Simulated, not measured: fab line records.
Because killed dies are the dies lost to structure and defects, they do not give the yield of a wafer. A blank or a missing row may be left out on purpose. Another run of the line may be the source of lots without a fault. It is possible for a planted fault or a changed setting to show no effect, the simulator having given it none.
Which tool was responsible? | flow sky130 | 39 wafers from 13 lots sampled at 6 of the route's 708 steps

## WHAT THE GAUGES SHOWED, per wafer
SKY_VT_ADJUST_NCORE_CD_MEAS_07 targets a cd of 380 nm.
lot  | measured     | on        | cd_nm (nm)
L398 | day 8 19:45  | cd_sem-02 | 380.3 381.0 381.1
L399 | day 9 06:30  | cd_sem-01 | 382.0 380.9 381.0
L402 | day 10 04:54 | cd_sem-01 | 385.5 381.6 380.9
L404 | day 10 18:48 | cd_sem-02 | 376.0 379.8 380.3
L405 | day 10 22:29 | cd_sem-01 | 376.6 378.3 382.9
L408 | day 11 22:56 | cd_sem-02 | 383.0 382.2 380.3
L410 | day 12 08:19 | cd_sem-01 | 381.3 384.3 384.4
L414 | day 13 19:28 | cd_sem-02 | 378.2 373.9 378.1
L415 | day 13 23:04 | cd_sem-01 | 381.9 378.4 379.7
L417 | day 14 10:23 | cd_sem-02 | 378.6 380.5 379.3
L418 | day 14 18:57 | cd_sem-02 | 374.6 374.6 373.5
L419 | day 14 23:22 | cd_sem-02 | 377.5 379.8 378.6
L420 | day 15 12:07 | cd_sem-02 | 377.2 379.0 378.5

SKY_VT_ADJUST_PCH_OVL_MEAS_07.
lot  | measured     | on         | VT_ADJUST_PCH_OVL (nm)
L398 | day 10 16:54 | overlay-02 | -1.2 -0.9 0.2
L399 | day 11 04:01 | overlay-02 | -1.6 -1.2 -0.6
L402 | day 12 04:40 | overlay-02 | -2.9 -0.4 0.2
L404 | day 12 20:19 | overlay-01 | 0.0 -0.1 2.4
L405 | day 12 23:22 | overlay-02 | 0.9 1.0 -0.9
L408 | day 14 02:20 | overlay-01 | -1.5 -2.2 -3.7
L410 | day 14 11:59 | overlay-02 | -1.0 0.3 -1.3
L414 | day 16 00:54 | overlay-01 | -0.3 0.7 -1.0
L415 | day 16 05:43 | overlay-01 | -0.4 -1.8 1.2
L417 | day 16 17:47 | overlay-01 | -0.9 0.0 0.0
L418 | day 17 02:49 | overlay-02 | -1.2 -0.4 -4.5
L419 | day 17 08:12 | overlay-01 | -0.1 0.9 0.6
L420 | day 17 21:07 | overlay-02 | 1.3 -0.7 0.8

SKY_LDD_HVN_OVL_MEAS_07.
lot  | measured     | on         | LDD_HVN_OVL (nm)
L398 | day 20 17:43 | overlay-02 | -0.5 0.9 1.3
L399 | day 21 06:55 | overlay-02 | 0.7 1.5 1.3
L402 | day 22 12:03 | overlay-02 | -1.3 -1.5 -1.2
L404 | day 23 06:09 | overlay-01 | 0.5 0.1 0.2
L405 | day 23 10:21 | overlay-02 | -0.2 0.4 1.7
L408 | day 24 15:29 | overlay-02 | 0.6 -2.6 0.5
L410 | day 25 04:43 | overlay-02 | -1.3 -3.6 -2.1
L414 | day 26 22:49 | overlay-01 | -0.5 1.5 0.6
L415 | day 26 23:42 | overlay-01 | -0.9 0.6 -0.1
L417 | day 27 08:19 | overlay-02 | -0.8 -0.8 -1.4
L418 | day 27 20:39 | overlay-02 | -2.8 -2.6 -3.5
L419 | day 28 00:10 | overlay-01 | 1.6 2.2 0.8
L420 | day 28 12:58 | overlay-02 | 0.1 -0.8 -0.4

SKY_LDD_HVP_OVL_MEAS_07.
lot  | measured     | on         | LDD_HVP_OVL (nm)
L398 | day 22 00:33 | overlay-01 | -1.1 -1.5 -1.8
L399 | day 22 13:28 | overlay-02 | -1.3 -1.9 -1.2
L402 | day 23 18:13 | overlay-02 | -0.2 3.7 1.3
L404 | day 24 12:31 | overlay-01 | 0.1 -1.1 -0.6
L405 | day 24 16:25 | overlay-01 | - - -
L408 | day 25 21:17 | overlay-01 | 1.1 -1.0 0.0
L410 | day 26 10:10 | overlay-01 | 0.3 1.2 -1.1
L414 | day 28 04:04 | overlay-02 | 0.7 0.7 1.2
L415 | day 28 04:40 | overlay-02 | 0.9 -0.4 0.3
L417 | day 28 14:05 | overlay-01 | 0.0 -0.8 -2.0
L418 | day 29 02:03 | overlay-02 | 0.5 0.5 0.6
L419 | day 29 05:39 | overlay-02 | 1.2 1.7 0.3
L420 | day 29 17:52 | overlay-02 | -1.1 -0.1 -0.1

SKY_LDD_HVP_TW_MEAS_10.
lot  | measured     | on            | LDD_HVP_TW
L398 | day 22 00:50 | film_metro-01 | 462 462 462
L399 | day 22 13:45 | film_metro-03 | 455 455 455
L402 | day 23 18:31 | film_metro-03 | 454 453 454
L404 | day 24 12:49 | film_metro-04 | 464 467 464
L405 | day 24 16:43 | film_metro-01 | 30 30 30
L408 | day 25 21:35 | film_metro-04 | 463 464 462
L410 | day 26 10:28 | film_metro-01 | 461 460 456
L414 | day 28 04:21 | film_metro-03 | 455 458 456
L415 | day 28 04:58 | film_metro-04 | 462 465 459
L417 | day 28 14:23 | film_metro-03 | 457 457 454
L418 | day 29 02:20 | film_metro-01 | 461 461 460
L419 | day 29 05:56 | film_metro-03 | 456 454 456
L420 | day 29 18:09 | film_metro-01 | 459 457 458

## WHAT TOOL EACH LOT RAN ON (gives the tool, then ch and the chambers of the sampled wafers, and finally the start)
lot  | SKY_LDD_HVP_EXPOSE_04
L398 | iline_stepper-01 ch 0, day 21 09:55
L399 | iline_stepper-02 ch 0, day 21 21:59
L402 | iline_stepper-02 ch 0, day 23 03:35
L404 | iline_stepper-02 ch 0, day 23 21:48
L405 | iline_stepper-02 ch 0, day 24 01:44
L408 | iline_stepper-02 ch 0, day 25 06:55
L410 | iline_stepper-02 ch 0, day 25 19:25
L414 | iline_stepper-02 ch 0, day 27 13:34
L415 | iline_stepper-01 ch 0, day 27 14:37
L417 | iline_stepper-02 ch 0, day 27 23:50
L418 | iline_stepper-01 ch 0, day 28 11:44
L419 | iline_stepper-02 ch 0, day 28 15:41
L420 | iline_stepper-02 ch 0, day 29 03:59
- SKY_LDD_HVP_EXPOSE_04: exposes mask HVPTM, target cd 700 nm.

## WHAT THE TOOLS THEMSELVES READ (means of the sampled wafers that have a number; where no wafer has one, the mark that the record gives instead)
The record holds no such reading with a usual standard deviation.

## THE ANSWER, worked out from the rows above alone
Rule: usual is defined by the lots themselves. The widest of any qualifying gaps counts: lots, ordered by their means at a reading, are off when they make up no more than a third of the lots, leave a main group of 4 or more, and stand apart from it by 3 or more times the standard deviation of that group's means. Not used: any main group whose means are identical at the precision the tables above print for the reading. Also off: a lot with no number at a reading for which 4 or more lots have one. The other lots that the step has rows for count as sound. Order of review: gauges by route order, followed by the tools' own readings, for which a lot's mean as printed above is used. The first step at which some lot is off is used, and at that step the reading that is off furthest; a lot without a number counts as furthest.
Off: L405, seen at SKY_LDD_HVP_OVL_MEAS_07 (LDD_HVP_OVL). Without a number there: L405. Mean -0.0 nm and standard deviation 0.93 in the main group.
If a tool, at a process step before that reading, ran all the lots that are off and no sound lot after the first of them, it fits. Not tried: the gauges at SKY_LDD_HVP_OVL_MEAS_07; whatever is off there is also off at SKY_LDD_HVP_TW_MEAS_10, on other tools, and gauge error can't account for it. None of those tried fits.

## WHAT THE SIMULATOR HAD INSERTED
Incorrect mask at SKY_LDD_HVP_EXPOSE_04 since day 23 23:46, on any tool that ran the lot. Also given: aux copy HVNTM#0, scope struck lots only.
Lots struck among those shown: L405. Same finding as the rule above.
